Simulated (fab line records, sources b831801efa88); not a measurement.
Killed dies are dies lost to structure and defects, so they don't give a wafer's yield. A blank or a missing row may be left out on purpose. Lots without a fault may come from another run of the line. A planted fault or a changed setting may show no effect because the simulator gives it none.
Problem report in the 8D (eight disciplines) form, filled by code | flow sfq_line | the parts of the form that need people (team, actions taken, sign-off) are left out

1. THE PROBLEM
spin_speed_rpm at SFQ_TRILAYER_M7_LITHO_COAT_182 reads a mean of 2558.0 rpm on 6 wafers of 2 lots; wafers without a fault read 3000.3 rpm with a standard deviation of 2.6. That is -99 or more standard deviations from the usual mean.
The step: resist thk 62 nm.
First seen on wafer L108.2, day 82 18:19, on litho_track-01. The record holds 42 wafers of 14 lots with a number at this step. Rule for "out", or "out of limits": more than 4 standard deviations from the usual mean. The other wafers with a number count as sound.

2. WHAT IT IS AND WHAT IT IS NOT
question                    | is                     | is not
which readings at this step | spin_speed_rpm         | resist_line_temp_C
which lots                  | L108, L109             | L100, L102, L112, L113, L114, L115, L116, L117, L120, L997, L998, L999
which wafers of those lots  | all that have a number | -
read on which tools         | litho_track-01         | litho_track-02, litho_track-03
when                        | from day 82 18:19      | up to then (15 sound wafers); but 21 sound wafers of L112, L113, L114, L115, L116, L117, L120 came after

3. SUSPECTS, AND WHAT RULES EACH OUT
Counting: a tool at a process step up to the reading stays a suspect if it ran every lot that is out and no sound lot after the first of them.
- cmp-02 at SFQ_TRILAYER_I4_CMP_CMP_100 (polishes SiO2): ruled out as a lasting fault. Sound lots L113, L114, L115, L117 ran on it after its first lot that is out, L108 (day 45 23:58).
- litho_track-01 at SFQ_TRILAYER_M7_LITHO_COAT_182 (resist thk 62 nm): kept. It ran every lot that is out, first L108 (day 82 18:19), and no sound lot after that; its last sound lot up to then is L100 (day 78 13:01). Its own readings are out on those wafers: spin_speed_rpm.
Left after counting: litho_track-01 at SFQ_TRILAYER_M7_LITHO_COAT_182.

4. THE CAUSE (what the simulator had put in)
Process parameter drift: litho_track-01, from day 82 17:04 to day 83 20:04, at SFQ_TRILAYER_M7_LITHO_COAT_182. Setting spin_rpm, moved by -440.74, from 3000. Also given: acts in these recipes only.
Counting left only this tool.

5. THE CHAIN OF EFFECTS, in route order
Each row: a reading whose mean over the struck wafers that have a number lies more than 3 standard deviations from the usual. Only readings for which the record gives a usual standard deviation are gone through. hours: the time from each lot's start at the first step in this table that gives one to its start at this step, as a median over the lots. sigmas: the change in usual standard deviations.
hours | step                                     | reading        | usual      | on struck wafers | change | sigmas
0     | SFQ_TRILAYER_M7_LITHO_COAT_182           | spin_speed_rpm | 3000.3 rpm | 2558.0           | -442.3 | -99 or more
98    | SFQ_TRILAYER_M7_BARC_OPEN_METAL_ETCH_229 | oes_product_au | 0.686 a.u. | 0.714            | +0.028 | +6.5
The process steps in it:
- SFQ_TRILAYER_M7_LITHO_COAT_182: resist thk 62 nm.
- SFQ_TRILAYER_M7_BARC_OPEN_METAL_ETCH_229: etches BARC in O2, target depth 125 nm, time 41.7 s.
Later measuring or inspecting steps at which every struck wafer that the step has a row for has a number for every such reading, and none has moved that far: SFQ_M8_RS_MEAS_949, SFQ_M8_BOW_MEAS_951.

6. WHAT WOULD HAVE CAUGHT IT SOONER
In this record the first reading out of limits was taken at day 82 18:19, 1 hour after the fault began at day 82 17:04.
